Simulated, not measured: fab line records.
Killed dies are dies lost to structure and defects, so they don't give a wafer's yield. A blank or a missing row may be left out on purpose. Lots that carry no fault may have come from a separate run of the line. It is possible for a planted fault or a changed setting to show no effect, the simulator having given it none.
Chamber matching + flow gf180mcu + 4 sister chambers for GF_V1_CMP_04 on cmp-02
The step polishes SiO2. 8 wafers are shown with their chamber, then 7 later ones without.

== WAFERS PAIRED WITH THEIR CHAMBERS ==
| wafer  | chamber | motor_current_A (A) | time_to_endpoint_s (s) |
|--------|---------|---------------------|------------------------|
| L546.1 | 0       | 11.4                | 78                     |
| L547.2 | 3       | 10.9                | 80                     |
| L547.5 | 2       | 10.2                | 87                     |
| L548.3 | 0       | 11.7                | 77                     |
| L548.4 | 3       | 10.7                | 83                     |
| L548.6 | 1       | 12.6                | 77                     |
| L557.2 | 2       | 10.9                | 81                     |
| L557.3 | 1       | 13.0                | 75                     |

== WAFERS WITH NO CHAMBER GIVEN ==
| wafer  | motor_current_A (A) | time_to_endpoint_s (s) |
|--------|---------------------|------------------------|
| L557.6 | 10.1                | 85                     |
| L558.2 | 10.6                | 78                     |
| L558.3 | 11.2                | 79                     |
| L558.6 | 11.3                | 82                     |
| L560.1 | 10.6                | 83                     |
| L560.2 | 12.3                | 76                     |
| L560.4 | 13.0                | 89                     |

== CHAMBER TAKEN BY EACH ==
| wafer  | from the rows above          | in truth |
|--------|------------------------------|----------|
| L557.6 | can't be placed: 2 or 3      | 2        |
| L558.2 | can't be placed: 3 or 2 or 0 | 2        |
| L558.3 | can't be placed: 0 or 3 or 2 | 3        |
| L558.6 | can't be placed: 3 or 0 or 2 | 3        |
| L560.1 | can't be placed: 2 or 3      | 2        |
| L560.2 | can't be placed: 1 or 0      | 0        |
| L560.4 | can't be placed: 1 or 0      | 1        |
Placed correctly: 0 of 7. Unplaceable from these rows: 7, with the true chamber sitting among the candidates in 7. 0 placed wrongly.
How it was worked out, from the rows above alone: a wafer's distance from a chamber is the root of the sum, over the readings, of the square of ((its reading less the chamber's mean) divided by the reading's scatter). The wafer belongs to the nearest chamber; if the next one is less than 2 further off, it can't be placed. A chamber's mean is the mean of its shown wafers. How the scatter is found: for the shown wafers, subtract from each reading the mean of its chamber, square and add these, divide the total by (wafers less chambers), then take the root.
